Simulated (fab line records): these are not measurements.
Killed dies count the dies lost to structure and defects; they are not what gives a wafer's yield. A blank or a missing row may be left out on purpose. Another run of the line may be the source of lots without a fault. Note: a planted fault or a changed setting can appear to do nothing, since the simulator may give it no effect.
The tool behind it: which one? :: flow gf180mcu :: 7 lots with 20 wafers sampled at 2 steps, on a route of 602 steps

## WHAT THE GAUGES READ, wafer by wafer
GF_CONTACT_RS_MEAS_25: the measuring method here is four-point-probe.
lot: L210
measured: day 16 08:41
on: film-metro-04
CONTACT_W_RS (ohm/sq): 0.380 0.385 0.385

lot: L213
measured: day 17 16:35
on: film-metro-04
CONTACT_W_RS (ohm/sq): 0.375 0.372 0.373

lot: L217
measured: day 19 02:55
on: film-metro-01
CONTACT_W_RS (ohm/sq): 0.371 0.374 0.372

lot: L219
measured: day 19 22:25
on: film-metro-02
CONTACT_W_RS (ohm/sq): 0.383 0.375

lot: L226
measured: day 22 09:04
on: film-metro-01
CONTACT_W_RS (ohm/sq): 0.370 0.375 0.378

lot: L228
measured: day 23 16:04
on: film-metro-04
CONTACT_W_RS (ohm/sq): 0.373 0.387 0.387

lot: L232
measured: day 24 09:32
on: film-metro-02
CONTACT_W_RS (ohm/sq): 0.381 0.380 0.376

## TOOL THAT RAN EACH LOT (tool first, then ch and the chambers of the sampled wafers, then the start)
lot: L210
GF_CONTACT_STRIP_18: plasma-asher-04 ch 0,1, day 16 08:11

lot: L213
GF_CONTACT_STRIP_18: plasma-asher-04 ch 0,1, day 17 16:05

lot: L217
GF_CONTACT_STRIP_18: plasma-asher-01 ch 0,1, day 19 02:25

lot: L219
GF_CONTACT_STRIP_18: plasma-asher-04 ch 1, day 19 21:53

lot: L226
GF_CONTACT_STRIP_18: plasma-asher-01 ch 0,1, day 22 08:32

lot: L228
GF_CONTACT_STRIP_18: plasma-asher-02 ch 0,1, day 23 15:35

lot: L232
GF_CONTACT_STRIP_18: plasma-asher-01 ch 0,1, day 24 09:02
- GF_CONTACT_STRIP_18: strips in O2/N2.

## THE ANSWER, worked out from the rows above alone
Rule: the lots themselves supply what counts as usual. The widest of any qualifying gaps counts: lots, ordered by their means at a reading, are off when they make up no more than a third of the lots, leave a main group of 4 or more, and stand apart from it by 3 or more times the standard deviation of that group's means. If all means in a main group match to the digits the tables above print for the reading, that group is not used. Also off: a lot with no number at a reading for which 4 or more lots have one. Any other lot the step has rows for is counted as sound.
Across all readings shown, no lot is off: no conclusion can be drawn from this.

## WHAT THE SIMULATOR HAD PUT IN
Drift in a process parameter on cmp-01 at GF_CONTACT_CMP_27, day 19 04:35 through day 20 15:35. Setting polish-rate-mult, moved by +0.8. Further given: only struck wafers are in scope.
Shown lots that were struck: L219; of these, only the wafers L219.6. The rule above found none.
